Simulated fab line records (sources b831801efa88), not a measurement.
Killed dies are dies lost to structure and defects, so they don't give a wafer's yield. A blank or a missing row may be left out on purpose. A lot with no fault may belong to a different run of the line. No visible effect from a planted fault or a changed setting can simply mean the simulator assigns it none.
Struck lot and sound lot, side by side    flow sky130    15 out of 708 route steps
Sound: these wafers, L596.2, L596.3, L596.6. Wafers L614.1, L614.2, L614.5 were the ones struck. The cause is named last.
Each step with rows lists, per side, the tool, then ch with its chambers, then its first start. Under that, the readings that differ: sound wafers    struck wafers    difference of the means    sigmas: that difference in standard deviations of wafers without a fault.
alike: readings whose means differ by less than 2 such deviations, and words and numbers that are the same on both sides. not compared: withheld readings, readings that some wafer has no value for, bounds like >300 that may hide the same value, and numbers for which the record gives no deviation and whose values overlap.
A row with sigmas, a row that says differs or no value, or rows on one side alone: a step with any of these is where the two part. Numbers that have no deviation but don't overlap get no sigmas and don't part them. A reading that every wafer of one side lacks parts them only if that side has two wafers or more.

SKY_NWELL_OVL_MEAS_10:
  sound: overlay-01 at day 4 22:05; struck: overlay-02 at day 9 06:00
  alike: NWELL_00_OVL
then, 3 steps without rows for these wafers: SKY_NWELL_IMPLANT_11; SKY_NWELL_IMPLANT_12; SKY_NWELL_IMPLANT_13.
SKY_NWELL_STRIP_14: strips in O2/N2.
  sound on plasma_asher-01 ch 0, day 4 22:34; struck on plasma_asher-01 ch 0,1, day 9 06:29
  alike: drypump_motor_current_A, oes_product_au, strip_time_to_endpoint_s
  not compared: rf_hours_counter_h
SKY_NWELL_TW_MEAS_15:
  sound: film_metro-02 at day 4 22:41; struck: film_metro-01 at day 9 06:35
reading   sound           struck          difference  sigmas
NWELL_TW  1832 1832 1842  1800 1799 1804  -34         -2
then, 6 steps without rows for these wafers: SKY_NWELL_DEHYDRATE_16 (time 60 s); SKY_NWELL_HMDS_17 (prime time 60 s); SKY_NWELL_COAT_18 (resist thk 3000 nm); SKY_NWELL_SOFTBAKE_19; SKY_NWELL_EXPOSE_20 (exposes mask NWM COMPLEMENT, target cd 840 nm); SKY_NWELL_PEB_21.
SKY_NWELL_DEVELOP_22: develop time 60 s.
  sound on litho_track-02 ch 0, day 5 14:00; struck on litho_track-02 ch 0, day 10 04:00
reading               sound              struck             difference  sigmas
developer_temp_C (C)  22.90 23.05 22.93  25.46 25.41 25.42  +2.47       +21
SKY_NWELL_OVL_MEAS_23:
  sound: overlay-02 at day 5 15:05; struck: overlay-02 at day 10 04:59
  alike: NWELL_01_OVL
-- the record jumps here: 40 days lie between the struck wafers' starts before and after (it left off in module NWELL and takes up again in module PAD_OPEN, whose first step shown is number 708 of the route) --
SKY_PAD_OPEN_PROBE_99:
  sound: prober-01 at day 46 04:34; struck: prober-02 at day 50 08:17
  alike: killed_at_M0_to_M3, killed_at_M4_up, killed_at_contacts, killed_at_front_end, killed_at_other, killed_dies, killed_open, killed_short

== WHERE THEY PART ==
Last at SKY_NWELL_DEVELOP_22 as far as this record goes, first at SKY_NWELL_TW_MEAS_15. Later steps at which nothing parts them and some readings are alike: SKY_NWELL_OVL_MEAS_23, SKY_PAD_OPEN_PROBE_99.

WHY: whatever the simulator had introduced
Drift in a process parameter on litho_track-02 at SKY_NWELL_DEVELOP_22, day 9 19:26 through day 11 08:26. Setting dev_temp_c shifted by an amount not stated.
